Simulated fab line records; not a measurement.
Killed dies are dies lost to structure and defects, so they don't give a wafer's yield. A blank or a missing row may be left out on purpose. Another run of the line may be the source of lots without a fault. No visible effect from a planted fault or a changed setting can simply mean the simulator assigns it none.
Check for tools in common | flow sky130 | Lots sampled 12, wafers sampled 36

== THE REASON FOR OPENING IT ==
At SKY_CONTACT_THK_MEAS_03 the reading CONTACT_HDPCVD_THK is flagged on 2 of 12 lots. No-fault wafers: 564 nm, standard deviation 5.
Rule: a lot gets a flag if all its wafers with a number sit over 4 standard deviations from that mean, or if no wafer of it has a number. The other lots count as sound.

lot  | measured     | on            | CONTACT_HDPCVD_THK (nm), wafer by wafer | flag
L262 | day 30 08:13 | film-metro-04 | 557 554 564                             |
L264 | day 31 06:25 | film-metro-01 | 567 567 570                             |
L267 | day 31 22:27 | film-metro-01 | 564 558 565                             |
L271 | day 33 05:32 | film-metro-04 | 821 823 822                             | FLAGGED
L274 | day 34 14:59 | film-metro-01 | 814 817 820                             | FLAGGED
L277 | day 35 02:57 | film-metro-02 | 561 565 568                             |
L278 | day 35 15:20 | film-metro-01 | 568 566 569                             |
L279 | day 36 00:35 | film-metro-04 | 561 565 568                             |
L280 | day 36 05:28 | film-metro-02 | 567 565 557                             |
L282 | day 36 16:46 | film-metro-02 | 574 576 573                             |
L284 | day 37 02:19 | film-metro-02 | 562 567 569                             |
L285 | day 37 09:32 | film-metro-02 | 566 568 569                             |
Average over the flagged lots: 820 nm; offset from the usual +256 nm, equal to +51 standard deviations.

== TOOL THAT RAN EACH LOT ==
The record holds 2 process steps before the reading, out of a route of 708 steps. Every cell lists first the tool, next ch and the chambers used by the sampled wafers, and last the start.
lot  | flag    | SKY_LI_CONTACT_CVD_21         | SKY_CONTACT_HDPCVD_02
L262 |         | cvd-w-02 ch 0,1, day 29 03:13 | hdpcvd-02 ch 1,2, day 30 08:09
L264 |         | cvd-w-02 ch 0,1, day 30 01:48 | hdpcvd-02 ch 0,1, day 31 06:20
L267 |         | cvd-w-02 ch 1, day 30 17:07   | hdpcvd-01 ch 0,1,2, day 31 22:23
L271 | FLAGGED | cvd-w-02 ch 0,1, day 32 01:14 | hdpcvd-02 ch 0,2, day 33 05:28
L274 | FLAGGED | cvd-w-02 ch 1, day 33 10:45   | hdpcvd-02 ch 1,2, day 34 14:55
L277 |         | cvd-w-01 ch 0,1, day 33 22:25 | hdpcvd-01 ch 0,1,2, day 35 02:53
L278 |         | cvd-w-01 ch 0,1, day 34 11:28 | hdpcvd-01 ch 0,1,2, day 35 15:15
L279 |         | cvd-w-01 ch 0, day 34 21:04   | hdpcvd-01 ch 0,1, day 36 00:30
L280 |         | cvd-w-02 ch 0,1, day 35 01:20 | hdpcvd-01 ch 0,2, day 36 05:23
L282 |         | cvd-w-02 ch 0,1, day 35 12:38 | hdpcvd-01 ch 0,2, day 36 16:41
L284 |         | cvd-w-01 ch 0,1, day 35 22:17 | hdpcvd-01 ch 0,1,2, day 37 02:14
L285 |         | cvd-w-02 ch 0,1, day 36 05:29 | hdpcvd-02 ch 0,2, day 37 09:29
What is done by these steps:
- SKY_LI_CONTACT_CVD_21: deposits W, target thk 400 nm, time 120.56 s.
- SKY_CONTACT_HDPCVD_02: deposits SiO2, target thk 565 nm, time 94.2 s.
- SKY_CONTACT_THK_MEAS_03

== FLAGGED OVER TOTAL, TOOL BY TOOL (the gauges that took the reading come last) ==
step                    | tool          | lots run | flagged | share of the flagged lots | sound lots run after its first flagged lot
SKY_LI_CONTACT_CVD_21   | cvd-w-01      | 4        | 0       | none                      | -
SKY_LI_CONTACT_CVD_21   | cvd-w-02      | 8        | 2       | all                       | 3 (L280,L282,L285)
SKY_CONTACT_HDPCVD_02   | hdpcvd-01     | 7        | 0       | none                      | -
SKY_CONTACT_HDPCVD_02   | hdpcvd-02     | 5        | 2       | all                       | 1 (L285)
SKY_CONTACT_THK_MEAS_03 | film-metro-01 | 4        | 1       | some                      | 1 (L278)
SKY_CONTACT_THK_MEAS_03 | film-metro-02 | 5        | 0       | none                      | -
SKY_CONTACT_THK_MEAS_03 | film-metro-04 | 3        | 1       | some                      | 1 (L279)

== WHAT THE TABLE PERMITS ==
Table rows that saw every flagged lot: 2, namely cvd-w-02 at SKY_LI_CONTACT_CVD_21 and hdpcvd-02 at SKY_CONTACT_HDPCVD_02.
- cvd-w-02 at SKY_LI_CONTACT_CVD_21 ran 8 lots, 2 of them flagged. Sound lots followed the first flagged one (L280, L282, L285) on it, something a lasting fault affecting the whole tool could not allow.
- hdpcvd-02 at SKY_CONTACT_HDPCVD_02 ran 5 lots, 2 of them flagged. Sound lots followed the first flagged one (L285) on it, something a lasting fault affecting the whole tool could not allow.
There is no row in the table that ran each flagged lot and no sound lot after the first.

== WHAT THE SIMULATOR HAD INSERTED ==
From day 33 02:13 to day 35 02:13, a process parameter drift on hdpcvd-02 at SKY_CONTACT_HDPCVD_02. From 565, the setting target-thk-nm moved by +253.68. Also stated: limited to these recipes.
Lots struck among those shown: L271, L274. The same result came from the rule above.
